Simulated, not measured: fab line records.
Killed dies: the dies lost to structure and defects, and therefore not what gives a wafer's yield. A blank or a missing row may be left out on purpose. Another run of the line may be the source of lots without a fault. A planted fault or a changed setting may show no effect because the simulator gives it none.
fab line records | flow gf180mcu | part 1 of 2: steps 1 to 42 of 43
[record] lots = 7 | wafers = 21 | lastDay = 34
route steps=602 shown VT_IMPLANT@119 MVSD@136 NWELL@137 LVPWELL@138 MVPSD@139 DUAL_GATE@141 POLY_GATE@157 PASSIVATION@602
lots that met no fault: taken from a fault-free run of the same line
startH: hours from the record's first day to the start of the lot's first wafer shown | waitH: hours from the lot's prior step to this one | " as in the row above | L1.1+2: a single row standing in for several wafers | - value missing, or start not given | * or withheld: withheld | < > ~ a bound
route shown NAME@n: a module of which the file shows steps, and the number in the route of the first | usual: average and standard deviation across the fault-free wafers | same: alike in all rows | chamber/n: place in a boat | sites: each site's reading | _std_site: the standard deviation of these | _edge_site: inner sites' mean taken away from outer sites' mean | radiusMm: for every site, how far away it sits from the centre of the wafer | mask NAME#n: copy n | behind: the last tool/chamber to shape the wafer | hold: cause of the lot's hold/its duration in hours/its outcome | device: transistor that didn't switch, given as n, p or np | end of line: the tests these same wafers got at the end of their route | a step without rows: its recipe alone | killed: the dies lost at the first sort to structure and to defects; this is not the yield of the wafer | map: the dies of a wafer, with x for killed, . for not killed, _ for no die there
set.NAME: the run value of the setting; set.NAME@STEP: its run value at that earlier step | model.NAME: the simulator's own value behind a step, which no gauge read
lots seen at some steps along the route; tables by step, rows by wafer
services: the hour from which a tool's chamber was out of use, counted from the record's first day as startH (under 0 if before that day), plus the number of hours and why
[[steps]]
[step GF_VT_IMPLANT_OVL_MEAS_29]
[usual] VT_IMPLANT_02_OVL = -1.1/1.4
lot.wafer | tool       | chamber | startH | waitH | VT_IMPLANT_02_OVL[nm]
L843.2    | overlay-01 | -       | 159.96 | 0.1   | -0.7
L843.3    | "          | -       | "      | "     | 1.5
L843.4    | "          | -       | "      | "     | -2.0
L846.1    | overlay-02 | -       | 181.81 | 0.1   | 0.0
L846.2    | "          | -       | "      | "     | -1.9
L846.6    | "          | -       | "      | "     | -1.1
L847.2    | overlay-02 | -       | 187.39 | 0.1   | -1.7
L847.4    | "          | -       | "      | "     | -1.9
L847.6    | "          | -       | "      | "     | -0.7
L848.2    | overlay-01 | -       | 196.01 | 0.1   | 1.1
L848.3    | "          | -       | "      | "     | -0.6
L848.4    | "          | -       | "      | "     | 1.0
L849.1    | overlay-01 | -       | 201.32 | 0.1   | 1.3
L849.2    | "          | -       | "      | "     | -0.6
L849.5    | "          | -       | "      | "     | -0.3
L850.2    | overlay-02 | -       | 206.36 | 0.1   | -0.9
L850.3    | "          | -       | "      | "     | -2.3
L850.4    | "          | -       | "      | "     | -1.3
L861.4    | overlay-02 | -       | 281.19 | 0.1   | -2.6
L861.5    | "          | -       | "      | "     | -2.1
L861.6    | "          | -       | "      | "     | -1.2
[step GF_VT_IMPLANT_IMPLANT_30]
[recipe] species = B | energyKev = 25 | doseCm2 = 2.534e+12 | tiltDeg = 7
[step GF_VT_IMPLANT_STRIP_31]
[recipe] chemistry = O2/N2 | powerW = 1400 | pressureMtorr = 1500 | platenTempC = 250 | o2FlowSccm = 3000 | n2FlowSccm = 300 | overashFraction = 0.5
[usual] drypumpMotorCurrentA = 6.11/0.22 | heaterPowerW = 343/22 | oesProductAu = 0.716/0.0047 | stripTimeToEndpointS = 12.62/0.037
lot.wafer | tool           | chamber | startH | waitH | drypumpMotorCurrentA | heaterPowerW | oesProductAu | rfHoursCounterH | stripTimeToEndpointS
L843.2    | plasmaAsher-03 | 1       | 160.14 | 0.1   | 6.33                 | 391          | 0.712        | 4               | 12.61
L843.3    | "              | 1       | "      | "     | 6.32                 | 392          | 0.715        | -               | 12.59
L843.4    | "              | 0       | "      | "     | 5.75                 | 327          | 0.708        | -               | 12.61
L846.1    | plasmaAsher-02 | 0       | 181.99 | 0.1   | 6.26                 | 337          | 0.716        | 38              | 12.62
L846.2    | "              | 1       | "      | "     | 6.13                 | 332          | 0.710        | 38              | 12.64
L846.6    | "              | 1       | "      | "     | 6.12                 | 336          | 0.726        | -               | 12.65
L847.2    | plasmaAsher-03 | 1       | 187.57 | 0.1   | 6.35                 | 380          | 0.718        | 8               | 12.63
L847.4    | "              | 0       | "      | "     | 5.72                 | 334          | 0.715        | -               | 12.68
L847.6    | "              | 0       | "      | "     | 5.74                 | 335          | 0.715        | -               | 12.66
L848.2    | plasmaAsher-02 | 0       | 196.19 | 0.1   | 6.24                 | 337          | 0.718        | 40              | 12.55
L848.3    | "              | 1       | "      | "     | 6.15                 | 334          | 0.709        | -               | 12.59
L848.4    | "              | 0       | "      | "     | 6.24                 | 340          | 0.715        | -               | 12.55
L849.1    | plasmaAsher-02 | 0       | 201.51 | 0.1   | 6.25                 | 339          | 0.711        | 40              | 12.58
L849.2    | "              | 1       | "      | "     | 6.13                 | 326          | 0.705        | 40              | 12.60
L849.5    | "              | 0       | "      | "     | 6.28                 | 340          | 0.724        | -               | 12.58
L850.2    | plasmaAsher-03 | 0       | 206.54 | 0.1   | 5.78                 | 338          | 0.715        | 10              | 12.60
L850.3    | "              | 1       | "      | "     | 6.37                 | 370          | 0.714        | -               | 12.58
L850.4    | "              | 0       | "      | "     | 5.77                 | 332          | 0.723        | -               | 12.57
L861.4    | plasmaAsher-02 | 1       | 281.39 | 0.1   | 6.16                 | 318          | 0.716        | -               | 12.64
L861.5    | "              | 1       | "      | "     | 6.14                 | 337          | 0.711        | -               | 12.63
L861.6    | "              | 0       | "      | "     | 6.22                 | 347          | 0.719        | -               | 12.65
[step GF_VT_IMPLANT_TW_MEAS_32]
[usual] VT_IMPLANT_3_TW = 268.5/2.5
lot.wafer | tool         | chamber | startH | waitH | VT_IMPLANT_3_TW
L843.2    | filmMetro-03 | -       | 160.25 | 0.1   | 269.4
L843.3    | "            | -       | "      | "     | 269.2
L843.4    | "            | -       | "      | "     | 270.3
L846.1    | filmMetro-03 | -       | 182.09 | 0.1   | 270.4
L846.2    | "            | -       | "      | "     | 270.0
L846.6    | "            | -       | "      | "     | 268.8
L847.2    | filmMetro-03 | -       | 187.68 | 0.1   | 269.1
L847.4    | "            | -       | "      | "     | 269.4
L847.6    | "            | -       | "      | "     | 270.6
L848.2    | filmMetro-03 | -       | 196.30 | 0.1   | 266.8
L848.3    | "            | -       | "      | "     | 267.0
L848.4    | "            | -       | "      | "     | 266.0
L849.1    | filmMetro-04 | -       | 201.61 | 0.1   | 266.2
L849.2    | "            | -       | "      | "     | 266.4
L849.5    | "            | -       | "      | "     | 266.1
L850.2    | filmMetro-04 | -       | 206.65 | 0.1   | 264.6
L850.3    | "            | -       | "      | "     | 265.9
L850.4    | "            | -       | "      | "     | 267.8
L861.4    | filmMetro-02 | -       | 281.49 | 0.1   | 271.7
L861.5    | "            | -       | "      | "     | 271.7
L861.6    | "            | -       | "      | "     | 272.0
[step GF_VT_IMPLANT_DEHYDRATE_33]
[recipe] tempC = 200 | timeS = 60
[step GF_VT_IMPLANT_HMDS_34]
[recipe] primeTimeS = 60 | primeTempC = 120
[step GF_VT_IMPLANT_COAT_35]
[recipe] resist = NOVOLAK | spinRpm = 3000 | resistThkNm = 1000
[step GF_VT_IMPLANT_SOFTBAKE_36]
[recipe] tempC = 90 | timeS = 60 | resist = NOVOLAK
[step GF_VT_IMPLANT_EXPOSE_37]
[recipe] maskId = Nwell_HV_AREA | targetCdNm = 860 | na = 0.6 | sourceShape = conventional | sigmaOuter = 0.6 | doseMj = 140
[step GF_VT_IMPLANT_PEB_38]
[recipe] tempC = withheld | timeS = * | resist = NOVOLAK
[step GF_VT_IMPLANT_DEVELOP_39]
[recipe] developTimeS = 60 | devTempC = 23
[step GF_VT_IMPLANT_OVL_MEAS_40]
[usual] VT_IMPLANT_03_OVL = -1.1/1.5
lot.wafer | tool       | chamber | startH | waitH | VT_IMPLANT_03_OVL[nm]
L843.2    | overlay-02 | -       | 176.71 | 0.1   | -1.4
L843.3    | "          | -       | "      | "     | -1.5
L843.4    | "          | -       | "      | "     | -1.4
L846.1    | overlay-01 | -       | 199.07 | 0.1   | -2.6
L846.2    | "          | -       | "      | "     | -0.9
L846.6    | "          | -       | "      | "     | 0.7
L847.2    | overlay-01 | -       | 204.83 | 0.1   | 0.4
L847.4    | "          | -       | "      | "     | -2.1
L847.6    | "          | -       | "      | "     | -1.1
L848.2    | overlay-02 | -       | 213.43 | 0.1   | -4.2
L848.3    | "          | -       | "      | "     | -2.6
L848.4    | "          | -       | "      | "     | -3.1
L849.1    | overlay-01 | -       | 218.71 | 0.1   | -3.5
L849.2    | "          | -       | "      | "     | -3.0
L849.5    | "          | -       | "      | "     | -1.4
L850.2    | overlay-02 | -       | 224.09 | 0.1   | -0.9
L850.3    | "          | -       | "      | "     | -1.8
L850.4    | "          | -       | "      | "     | -1.9
L861.4    | overlay-01 | -       | 300.64 | 0.1   | 1.5
L861.5    | "          | -       | "      | "     | 0.9
L861.6    | "          | -       | "      | "     | -0.2
[step GF_VT_IMPLANT_IMPLANT_41]
[recipe] species = As | energyKev = 70 | doseCm2 = 1.013e+12 | tiltDeg = 7
lot.wafer  | tool         | chamber | startH | waitH
L843.2+3+4 | implanter-04 | 0       | 176.77 | 0.0
L846.1+2+6 | implanter-04 | 0       | 199.11 | 0.0
L847.2+4+6 | implanter-04 | 0       | 204.88 | 0.0
L848.2+3+4 | implanter-04 | 0       | 213.48 | 0.0
L849.1+2+5 | implanter-03 | 0       | 218.74 | 0.0
L850.2+3+4 | implanter-04 | 0       | 224.15 | 0.0
L861.4+5+6 | implanter-03 | 0       | 300.73 | 0.1
[step GF_VT_IMPLANT_STRIP_42]
[recipe] chemistry = O2/N2 | powerW = 1400 | pressureMtorr = 1500 | platenTempC = 250 | o2FlowSccm = 3000 | n2FlowSccm = 300 | overashFraction = 0.5
[usual] drypumpMotorCurrentA = 6.09/0.22 | heaterPowerW = 341/22 | oesProductAu = 0.716/0.0053 | stripTimeToEndpointS = 12.64/0.035
lot.wafer | tool           | chamber | startH | waitH | drypumpMotorCurrentA | heaterPowerW | oesProductAu | rfHoursCounterH | stripTimeToEndpointS
L843.2    | plasmaAsher-02 | 0       | 176.89 | 0.1   | 6.26                 | 328          | 0.723        | 37              | 12.64
L843.3    | "              | 1       | "      | "     | 6.12                 | 323          | 0.718        | -               | 12.59
L843.4    | "              | 0       | "      | "     | 6.27                 | 346          | 0.719        | -               | 12.58
L846.1    | plasmaAsher-04 | 0       | 199.26 | 0.1   | 5.85                 | 353          | 0.723        | 56              | 12.55
L846.2    | "              | 1       | "      | "     | 6.23                 | 315          | 0.719        | 56              | 12.57
L846.6    | "              | 0       | "      | "     | 5.83                 | 349          | 0.718        | -               | 12.56
L847.2    | plasmaAsher-04 | 0       | 205.01 | 0.1   | 5.86                 | 337          | 0.708        | 56              | 12.65
L847.4    | "              | 0       | "      | "     | 5.83                 | 346          | 0.715        | -               | 12.69
L847.6    | "              | 1       | "      | "     | 6.20                 | 322          | 0.710        | -               | 12.67
L848.2    | plasmaAsher-04 | 1       | 213.61 | 0.1   | 6.21                 | 317          | 0.724        | 57              | 12.63
L848.3    | "              | 0       | "      | "     | 5.84                 | 360          | 0.726        | -               | 12.67
L848.4    | "              | 1       | "      | "     | 6.20                 | 310          | 0.715        | -               | 12.60
L849.1    | plasmaAsher-02 | 1       | 218.89 | 0.1   | 6.13                 | 318          | 0.718        | 42              | 12.67
L849.2    | "              | 0       | "      | "     | 6.28                 | 343          | 0.718        | 42              | 12.66
L849.5    | "              | 0       | "      | "     | 6.26                 | 334          | 0.721        | -               | 12.70
L850.2    | plasmaAsher-02 | 0       | 224.27 | 0.1   | 6.25                 | 341          | 0.717        | 42              | 12.67
L850.3    | "              | 0       | "      | "     | 6.23                 | 329          | 0.725        | -               | 12.69
L850.4    | "              | 1       | "      | "     | 6.15                 | 329          | 0.723        | -               | 12.66
L861.4    | plasmaAsher-02 | 1       | 300.84 | 0.1   | 6.15                 | 321          | 0.719        | -               | 12.67
L861.5    | "              | 0       | "      | "     | 6.27                 | 338          | 0.718        | -               | 12.62
L861.6    | "              | 1       | "      | "     | 6.14                 | 334          | 0.712        | -               | 12.63
[step GF_VT_IMPLANT_TW_MEAS_43]
[usual] VT_IMPLANT_4_TW = 690/7.8
lot.wafer | tool         | chamber | startH | waitH | VT_IMPLANT_4_TW
L843.2    | filmMetro-04 | -       | 177.00 | 0.1   | 682
L843.3    | "            | -       | "      | "     | 679
L843.4    | "            | -       | "      | "     | 682
L846.1    | filmMetro-02 | -       | 199.36 | 0.1   | 694
L846.2    | "            | -       | "      | "     | 696
L846.6    | "            | -       | "      | "     | 696
L847.2    | filmMetro-04 | -       | 205.12 | 0.1   | 671
L847.4    | "            | -       | "      | "     | 681
L847.6    | "            | -       | "      | "     | 687
L848.2    | filmMetro-04 | -       | 213.72 | 0.1   | 673
L848.3    | "            | -       | "      | "     | 671
L848.4    | "            | -       | "      | "     | 681
L849.1    | filmMetro-04 | -       | 218.99 | 0.1   | 680
L849.2    | "            | -       | "      | "     | 681
L849.5    | "            | -       | "      | "     | 683
L850.2    | filmMetro-04 | -       | 224.38 | 0.1   | 671
L850.3    | "            | -       | "      | "     | 673
L850.4    | "            | -       | "      | "     | 682
L861.4    | filmMetro-02 | -       | 300.94 | 0.1   | 691
L861.5    | "            | -       | "      | "     | 698
L861.6    | "            | -       | "      | "     | 696
[step GF_VT_IMPLANT_CLEAN_44]
[recipe] chemistry = SC1/SC2 | mix = 1:4:20 | tempC = 70 | timeS = 150 | dry = n2Spin
[step GF_VT_IMPLANT_RTA_45]
[recipe] tempC = 1050 | timeS = 30 | ambient = N2
[usual] lampPowerPct = 37/3.7 | wafer_temp_C_max = 1056.5/1.8
lot.wafer | tool         | chamber | startH | waitH | lampPowerPct | wafer_temp_C_max
L843.2    | rtpAnneal-01 | 0       | 177.12 | 0.0   | 40           | 1055.9
L843.3    | "            | 0       | "      | "     | 40           | 1056.2
L843.4    | "            | 0       | "      | "     | 40           | 1055.6
L846.1    | rtpAnneal-01 | 0       | 199.47 | 0.0   | 40           | 1055.8
L846.2    | "            | 0       | "      | "     | 40           | 1055.0
L846.6    | "            | 0       | "      | "     | 40           | 1056.8
L847.2    | rtpAnneal-02 | 0       | 205.24 | 0.0   | 32           | 1057.8
L847.4    | "            | 0       | "      | "     | 32           | 1059.1
L847.6    | "            | 0       | "      | "     | 32           | 1062.8
L848.2    | rtpAnneal-01 | 0       | 213.84 | 0.0   | 40           | 1055.5
L848.3    | "            | 0       | "      | "     | 40           | 1055.7
L848.4    | "            | 0       | "      | "     | 40           | 1055.1
L849.1    | rtpAnneal-02 | 0       | 219.11 | 0.0   | 32           | 1058.0
L849.2    | "            | 0       | "      | "     | 32           | 1057.0
L849.5    | "            | 0       | "      | "     | 32           | 1059.1
L850.2    | rtpAnneal-02 | 0       | 224.50 | 0.0   | 32           | 1058.0
L850.3    | "            | 0       | "      | "     | 32           | 1058.0
L850.4    | "            | 0       | "      | "     | 32           | 1058.6
L861.4    | rtpAnneal-01 | 0       | 301.07 | 0.1   | 40           | 1058.2
L861.5    | "            | 0       | "      | "     | 40           | 1054.7
L861.6    | "            | 0       | "      | "     | 40           | 1055.0
[step GF_VT_IMPLANT_RS_MEAS_46]
[recipe] thkMeasGauge = four-point-probe
[usual] MVSD_RS = 456.8/1.3
lot.wafer | tool         | chamber | startH | waitH | MVSD_RS[ohm/sq]
L843.2    | filmMetro-01 | -       | 177.22 | 0.1   | 455.6
L843.3    | "            | -       | "      | "     | 456.8
L843.4    | "            | -       | "      | "     | 456.4
L846.1    | filmMetro-01 | -       | 199.57 | 0.1   | 457.1
L846.2    | "            | -       | "      | "     | 458.5
L846.6    | "            | -       | "      | "     | 457.9
L847.2    | filmMetro-04 | -       | 205.34 | 0.1   | 457.6
L847.4    | "            | -       | "      | "     | 458.3
L847.6    | "            | -       | "      | "     | 458.1
L848.2    | filmMetro-01 | -       | 213.97 | 0.1   | 457.2
L848.3    | "            | -       | "      | "     | 455.7
L848.4    | "            | -       | "      | "     | 456.4
L849.1    | filmMetro-01 | -       | 219.21 | 0.1   | 456.2
L849.2    | "            | -       | "      | "     | 456.9
L849.5    | "            | -       | "      | "     | 456.8
L850.2    | filmMetro-03 | -       | 224.60 | 0.1   | 455.1
L850.3    | "            | -       | "      | "     | 454.5
L850.4    | "            | -       | "      | "     | 453.3
L861.4    | filmMetro-01 | -       | 301.18 | 0.1   | 457.9
L861.5    | "            | -       | "      | "     | 457.7
L861.6    | "            | -       | "      | "     | 458.7
[step GF_VT_IMPLANT_RS_MEAS_47]
[recipe] thkMeasGauge = four-point-probe
[usual] NWELL_RS = 488.2/1.4
lot.wafer | tool         | chamber | startH | waitH | NWELL_RS[ohm/sq]
L843.2    | filmMetro-01 | -       | 177.34 | 0.1   | 486.5
L843.3    | "            | -       | "      | "     | 488.6
L843.4    | "            | -       | "      | "     | 487.2
L846.1    | filmMetro-01 | -       | 199.69 | 0.1   | 488.1
L846.2    | "            | -       | "      | "     | 486.7
L846.6    | "            | -       | "      | "     | 487.4
L847.2    | filmMetro-04 | -       | 205.46 | 0.1   | 490.6
L847.4    | "            | -       | "      | "     | 489.0
L847.6    | "            | -       | "      | "     | 488.0
L848.2    | filmMetro-01 | -       | 214.09 | 0.1   | 487.9
L848.3    | "            | -       | "      | "     | 486.6
L848.4    | "            | -       | "      | "     | 486.6
L849.1    | filmMetro-01 | -       | 219.33 | 0.1   | 488.7
L849.2    | "            | -       | "      | "     | 489.0
L849.5    | "            | -       | "      | "     | 490.4
L850.2    | filmMetro-03 | -       | 224.72 | 0.1   | 488.7
L850.3    | "            | -       | "      | "     | 488.2
L850.4    | "            | -       | "      | "     | 489.0
L861.4    | filmMetro-01 | -       | 301.30 | 0.1   | 488.2
L861.5    | "            | -       | "      | "     | 487.7
L861.6    | "            | -       | "      | "     | 488.7
[step GF_VT_IMPLANT_RS_MEAS_48]
[recipe] thkMeasGauge = four-point-probe
[usual] LVPWELL_RS = 1198/3.6
lot.wafer | tool         | chamber | startH | waitH | LVPWELL_RS[ohm/sq]
L843.2    | filmMetro-01 | -       | 177.46 | 0.1   | 1193
L843.3    | "            | -       | "      | "     | 1194
L843.4    | "            | -       | "      | "     | 1188
L846.1    | filmMetro-01 | -       | 199.81 | 0.1   | 1197
L846.2    | "            | -       | "      | "     | 1198
L846.6    | "            | -       | "      | "     | 1202
L847.2    | filmMetro-04 | -       | 205.58 | 0.1   | 1203
L847.4    | "            | -       | "      | "     | 1204
L847.6    | "            | -       | "      | "     | 1201
L848.2    | filmMetro-01 | -       | 214.21 | 0.1   | 1200
L848.3    | "            | -       | "      | "     | 1203
L848.4    | "            | -       | "      | "     | 1203
L849.1    | filmMetro-01 | -       | 219.45 | 0.1   | 1197
L849.2    | "            | -       | "      | "     | 1200
L849.5    | "            | -       | "      | "     | 1199
L850.2    | filmMetro-03 | -       | 224.84 | 0.1   | 1191
L850.3    | "            | -       | "      | "     | 1188
L850.4    | "            | -       | "      | "     | 1193
L861.4    | filmMetro-01 | -       | 301.42 | 0.1   | 1203
L861.5    | "            | -       | "      | "     | 1202
L861.6    | "            | -       | "      | "     | 1201
[step GF_VT_IMPLANT_RS_MEAS_49]
[recipe] thkMeasGauge = four-point-probe
[usual] MVPSD_RS = 1169/3.1
lot.wafer | tool         | chamber | startH | waitH | MVPSD_RS[ohm/sq]
L843.2    | filmMetro-01 | -       | 177.58 | 0.1   | 1171
L843.3    | "            | -       | "      | "     | 1170
L843.4    | "            | -       | "      | "     | 1169
L846.1    | filmMetro-01 | -       | 199.93 | 0.1   | 1173
L846.2    | "            | -       | "      | "     | 1171
L846.6    | "            | -       | "      | "     | 1168
L847.2    | filmMetro-04 | -       | 205.70 | 0.1   | 1168
L847.4    | "            | -       | "      | "     | 1173
L847.6    | "            | -       | "      | "     | 1174
L848.2    | filmMetro-01 | -       | 214.33 | 0.1   | 1171
L848.3    | "            | -       | "      | "     | 1169
L848.4    | "            | -       | "      | "     | 1173
L849.1    | filmMetro-01 | -       | 219.57 | 0.1   | 1170
L849.2    | "            | -       | "      | "     | 1176
L849.5    | "            | -       | "      | "     | 1169
L850.2    | filmMetro-03 | -       | 224.96 | 0.1   | 1166
L850.3    | "            | -       | "      | "     | 1170
L850.4    | "            | -       | "      | "     | 1167
L861.4    | filmMetro-01 | -       | 301.54 | 0.1   | 1165
L861.5    | "            | -       | "      | "     | 1165
L861.6    | "            | -       | "      | "     | 1166
[step GF_VT_IMPLANT_WET_ETCH_50]
[recipe] chemistry = dHF | targetDepthNm = 20 | target = SiO2 | tempC = 25 | dilution = 100:1 | timeS = 400
[step GF_DUAL_GATE_CLEAN_00]
[recipe] chemistry = SC1/SC2 | mix = 1:4:20 | tempC = 70 | timeS = 150
[step GF_DUAL_GATE_CLEAN_01]
[recipe] chemistry = dHF | timeS = 20 | dilution = 100:1 | dry = ipaMarangoni
[step GF_DUAL_GATE_OXIDATION_02]
[recipe] tempC = 900 | ambient = O2 | stabiliseS = 600 | purgeS = 300 | targetThkA = 108.87 | oxTimeS = 1602
[step GF_DUAL_GATE_THK_MEAS_03]
[recipe] reads = SiO2_of_DUAL_GATE_OXIDATION_02
[usual] DUAL_GATE_OXIDATION_00_THK = 10.89/0.18
lot.wafer | tool         | chamber | startH | waitH | DUAL_GATE_OXIDATION_00_THK[nm]
L843.2    | filmMetro-02 | -       | 180.34 | 0.0   | 10.76
L843.3    | "            | -       | "      | "     | 10.59
L843.4    | "            | -       | "      | "     | 10.69
L846.1    | filmMetro-03 | -       | 202.36 | 0.0   | 10.79
L846.2    | "            | -       | "      | "     | 10.69
L846.6    | "            | -       | "      | "     | 10.78
L847.2    | filmMetro-02 | -       | 207.97 | 0.0   | 10.79
L847.4    | "            | -       | "      | "     | 11.06
L847.6    | "            | -       | "      | "     | 10.78
L848.2    | filmMetro-02 | -       | 216.07 | 0.0   | 10.46
L848.3    | "            | -       | "      | "     | 10.45
L848.4    | "            | -       | "      | "     | 10.27
L849.1    | filmMetro-01 | -       | 221.35 | 0.0   | 10.78
L849.2    | "            | -       | "      | "     | 11.01
L849.5    | "            | -       | "      | "     | 10.93
L850.2    | filmMetro-02 | -       | 227.87 | 0.0   | 10.77
L850.3    | "            | -       | "      | "     | 10.61
L850.4    | "            | -       | "      | "     | 10.78
L861.4    | filmMetro-03 | -       | 304.38 | 0.0   | 11.02
L861.5    | "            | -       | "      | "     | 11.15
L861.6    | "            | -       | "      | "     | 11.14
[step GF_DUAL_GATE_DEHYDRATE_04]
[recipe] tempC = 200 | timeS = 60
[step GF_DUAL_GATE_HMDS_05]
[recipe] primeTimeS = 60 | primeTempC = 120
[step GF_DUAL_GATE_COAT_06]
[recipe] resist = NOVOLAK | spinRpm = 3000 | resistThkNm = 1000
[step GF_DUAL_GATE_SOFTBAKE_07]
[recipe] tempC = 90 | timeS = 60 | resist = NOVOLAK
[step GF_DUAL_GATE_EXPOSE_08]
[recipe] maskId = Dualgate | targetCdNm = 700 | na = 0.6 | sourceShape = conventional | sigmaOuter = 0.6 | doseMj = 140
[step GF_DUAL_GATE_PEB_09]
[recipe] tempC = withheld | timeS = * | resist = NOVOLAK
[step GF_DUAL_GATE_DEVELOP_10]
[recipe] developTimeS = 60 | devTempC = 23
[step GF_DUAL_GATE_OVL_MEAS_11]
[usual] DUAL_GATE_OVL = -0.7/1.7
lot.wafer | tool       | chamber | startH | waitH | DUAL_GATE_OVL[nm]
L843.2    | overlay-01 | -       | 197.85 | 0.1   | -1.0
L843.3    | "          | -       | "      | "     | -0.7
L843.4    | "          | -       | "      | "     | -0.9
L846.1    | overlay-02 | -       | 219.77 | 0.1   | -0.7
L846.2    | "          | -       | "      | "     | -0.3
L846.6    | "          | -       | "      | "     | -0.6
L847.2    | overlay-01 | -       | 225.70 | 0.1   | -1.6
L847.4    | "          | -       | "      | "     | -2.8
L847.6    | "          | -       | "      | "     | -1.7
L848.2    | overlay-02 | -       | 234.45 | 0.1   | 1.0
L848.3    | "          | -       | "      | "     | -0.7
L848.4    | "          | -       | "      | "     | 0.2
L849.1    | overlay-01 | -       | 239.79 | 0.1   | 0.7
L849.2    | "          | -       | "      | "     | -0.8
L849.5    | "          | -       | "      | "     | 2.3
L850.2    | overlay-01 | -       | 245.99 | 0.1   | -1.6
L850.3    | "          | -       | "      | "     | -2.8
L850.4    | "          | -       | "      | "     | -0.4
L861.4    | overlay-02 | -       | 324.30 | 0.1   | -2.4
L861.5    | "          | -       | "      | "     | -1.0
L861.6    | "          | -       | "      | "     | 0.5
[step GF_DUAL_GATE_WET_ETCH_12]
[recipe] chemistry = dHF | targetDepthNm = 13 | dry = n2Spin | target = SiO2 | tempC = 25 | dilution = 100:1 | timeS = 260
[step GF_DUAL_GATE_STRIP_13]
[recipe] chemistry = O2/N2 | powerW = 1400 | pressureMtorr = 1500 | platenTempC = 250 | o2FlowSccm = 3000 | n2FlowSccm = 300 | overashFraction = 0.5
[usual] drypumpMotorCurrentA = 6.0/0.32 | heaterPowerW = 343/29 | oesProductAu = 0.716/0.0044 | stripTimeToEndpointS = 12.64/0.033
lot.wafer | tool           | chamber | startH | waitH | drypumpMotorCurrentA | heaterPowerW | oesProductAu | rfHoursCounterH | stripTimeToEndpointS
L843.2    | plasmaAsher-01 | 1       | 197.96 | 0.0   | 5.4                  | 363          | 0.719        | 53              | 12.67
L843.3    | "              | 1       | "      | "     | 5.4                  | 368          | 0.712        | -               | 12.67
L843.4    | "              | 0       | "      | "     | 5.9                  | 296          | 0.714        | -               | 12.67
L846.1    | plasmaAsher-03 | 1       | 219.89 | 0.0   | 6.4                  | 384          | 0.712        | 11              | 12.71
L846.2    | "              | 0       | "      | "     | 5.8                  | 329          | 0.716        | 11              | 12.68
L846.6    | "              | 1       | "      | "     | 6.4                  | 387          | 0.719        | -               | 12.67
L847.2    | plasmaAsher-03 | 1       | 225.82 | 0.0   | 6.4                  | 376          | 0.716        | 12              | 12.57
L847.4    | "              | 0       | "      | "     | 5.8                  | 333          | 0.708        | -               | 12.61
L847.6    | "              | 0       | "      | "     | 5.8                  | 329          | 0.714        | -               | 12.57
L848.2    | plasmaAsher-02 | 0       | 234.56 | 0.0   | 6.2                  | 341          | 0.714        | 43              | 12.62
L848.3    | "              | 1       | "      | "     | 6.1                  | 324          | 0.716        | -               | 12.63
L848.4    | "              | 0       | "      | "     | 6.2                  | 347          | 0.713        | -               | 12.59
L849.1    | plasmaAsher-01 | 1       | 239.92 | 0.0   | 5.4                  | 369          | 0.719        | 57              | 12.66
L849.2    | "              | 0       | "      | "     | 5.9                  | 299          | 0.722        | 57              | 12.69
L849.5    | "              | 1       | "      | "     | 5.4                  | 364          | 0.715        | -               | 12.72
L850.2    | plasmaAsher-02 | 0       | 246.10 | 0.0   | 6.2                  | 334          | 0.714        | 44              | 12.63
L850.3    | "              | 0       | "      | "     | 6.3                  | 344          | 0.716        | -               | 12.64
L850.4    | "              | 1       | "      | "     | 6.1                  | 333          | 0.711        | -               | 12.69
L861.4    | plasmaAsher-03 | 1       | 324.43 | 0.0   | 6.4                  | 372          | 0.722        | -               | 12.66
L861.5    | "              | 0       | "      | "     | 5.8                  | 334          | 0.711        | -               | 12.63
L861.6    | "              | 1       | "      | "     | 6.4                  | 377          | 0.708        | -               | 12.69
[step GF_DUAL_GATE_CLEAN_14]
[recipe] chemistry = SC1/SC2 | mix = 1:4:20 | tempC = 70 | timeS = 150 | dry = n2Spin
[step GF_DUAL_GATE_OXIDATION_15]
[recipe] tempC = 850 | ambient = O2 | stabiliseS = 600 | purgeS = 300 | targetThkA = 70.98 | oxTimeS = 1995
[step GF_POLY_GATE_CVD_00]
[recipe] material = poly-Si | targetThkNm = 200 | tempC = 620 | timeS = 1200 | pressureMtorr = 200
[step GF_POLY_GATE_THK_MEAS_01]
[recipe] reads = poly-Si_of_POLY_GATE_CVD_00
[usual] POLY_GATE_CVD_00_THK = 199.2/1.8
lot.wafer | tool         | chamber | startH | waitH | POLY_GATE_CVD_00_THK[nm]
L843.2    | filmMetro-01 | -       | 201.01 | 0.0   | 199.8
L843.3    | "            | -       | "      | "     | 203.1
L843.4    | "            | -       | "      | "     | 201.1
L846.1    | filmMetro-01 | -       | 223.54 | 0.0   | 199.1
L846.2    | "            | -       | "      | "     | 198.3
L846.6    | "            | -       | "      | "     | 199.2
L847.2    | filmMetro-04 | -       | 229.90 | 0.0   | 199.6
L847.4    | "            | -       | "      | "     | 199.2
L847.6    | "            | -       | "      | "     | 199.8
L848.2    | filmMetro-01 | -       | 237.73 | 0.0   | 200.1
L848.3    | "            | -       | "      | "     | 199.9
L848.4    | "            | -       | "      | "     | 199.4
L849.1    | filmMetro-02 | -       | 243.60 | 0.0   | 199.7
L849.2    | "            | -       | "      | "     | 201.0
L849.5    | "            | -       | "      | "     | 201.3
L850.2    | filmMetro-04 | -       | 249.15 | 0.0   | 197.9
L850.3    | "            | -       | "      | "     | 197.4
L850.4    | "            | -       | "      | "     | 197.9
L861.4    | filmMetro-04 | -       | 333.85 | 0.0   | 199.9
L861.5    | "            | -       | "      | "     | 200.6
L861.6    | "            | -       | "      | "     | 200.4
[step GF_POLY_GATE_DEHYDRATE_02]
[recipe] tempC = 200 | timeS = 60
[step GF_POLY_GATE_HMDS_03]
[recipe] primeTimeS = 60 | primeTempC = 120
[[key]]
[firstSign] step = GF_VT_IMPLANT_TW_MEAS_43 | reading = VT_IMPLANT_4_TW | direction = down | sigmas = 2.3 | usual = 690 | struck = 672
effect none on later readings
[modelEffect] step = GF_PASSIVATION_PROBE_99 | value = etest.ldpmos_10p0.driveUaUmRange | without = 4.524 | struck = 16.89
metAt GF_VT_IMPLANT_IMPLANT_41
struckWafers L847.2,L848.2,L848.3,L850.2,L850.3
testerLeftOut L847,L848,L850
onsetBetween 199.11 204.88
[fault] kind = processParameterDrift | tool = implanter-04 | chamber = - | onsetH = 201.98 | steps = GF_VT_IMPLANT_IMPLANT_41 | channel = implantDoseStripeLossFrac | offset = 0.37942 | shape = step | endH = 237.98 | scope = struckWafersOnly
// testerLeftOut: of these lots the tester's yield and bins aren't shown, on N5 and GAA mostly nor the transistor test; their killed dies are dies lost to structure and defects alone, not to doping, threshold or leakage, so they don't give the yield
